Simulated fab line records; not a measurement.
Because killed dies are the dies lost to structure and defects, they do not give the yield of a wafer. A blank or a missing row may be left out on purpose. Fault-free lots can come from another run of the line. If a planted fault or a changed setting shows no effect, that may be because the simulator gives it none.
Which tool did it? | flow gf180mcu | 6 lots, 18 wafers sampled, at 2 steps of a route of 602

WHAT THE GAUGES READ, wafer by wafer
GF_PSD_RS_MEAS_14: a four-point-probe measurement.
lot  | measured     | on            | NSD_RS (ohm/sq)
L140 | day 14 21:21 | film-metro-01 | 46.15 45.96 46.07
L142 | day 15 14:20 | film-metro-03 | 46.05 46.02 46.23
L144 | day 16 15:50 | film-metro-01 | 46.14 46.20 46.06
L147 | day 17 11:10 | film-metro-03 | 46.03 46.07 46.07
L150 | day 18 15:49 | film-metro-01 | 46.08 46.06 46.05
L154 | day 20 00:56 | film-metro-03 | 50.40 50.44 50.54

WHICH TOOL RAN EACH LOT (tool, then ch and the chambers of the sampled wafers, then the start)
lot  | GF_PSD_RTA_13
L140 | rtp-anneal-01 ch 0, day 14 21:16
L142 | rtp-anneal-01 ch 0, day 15 14:15
L144 | rtp-anneal-01 ch 0, day 16 15:46
L147 | rtp-anneal-01 ch 0, day 17 11:04
L150 | rtp-anneal-01 ch 0, day 18 15:44
L154 | rtp-anneal-01 ch 0, day 20 00:51
- GF_PSD_RTA_13: time 20 s.

THE ANSWER, worked out from the rows above alone
Rule: the lots themselves supply what counts as usual. Put in order of their means at a reading, lots are off if they are a third of the lots or fewer, leave a main group of 4 or more, and stand apart from it by a gap of 3 or more times the standard deviation of the main group's means; of several such gaps the widest counts. The tables above print the reading to a certain number of digits; a main group whose means all agree to those digits is not used. A lot without any number at a reading at which 4 lots or more have one is off too. Where the step has rows for the other lots, those lots are counted as sound.
Off: L154, at GF_PSD_RS_MEAS_14 (NSD_RS). Mean 46.08 ohm/sq and standard deviation 0.03 in the main group.
A tool fits if, at a process step before that reading, it ran every lot that is off, and no sound lot after the first of them. Those tools and the gauges at GF_PSD_RS_MEAS_14 are tried in the same way. 2 tools fit, rtp-anneal-01 at GF_PSD_RTA_13 and film-metro-03 at GF_PSD_RS_MEAS_14, so this cannot tell which one it is.

WHAT HAD BEEN PUT IN BY THE SIMULATOR
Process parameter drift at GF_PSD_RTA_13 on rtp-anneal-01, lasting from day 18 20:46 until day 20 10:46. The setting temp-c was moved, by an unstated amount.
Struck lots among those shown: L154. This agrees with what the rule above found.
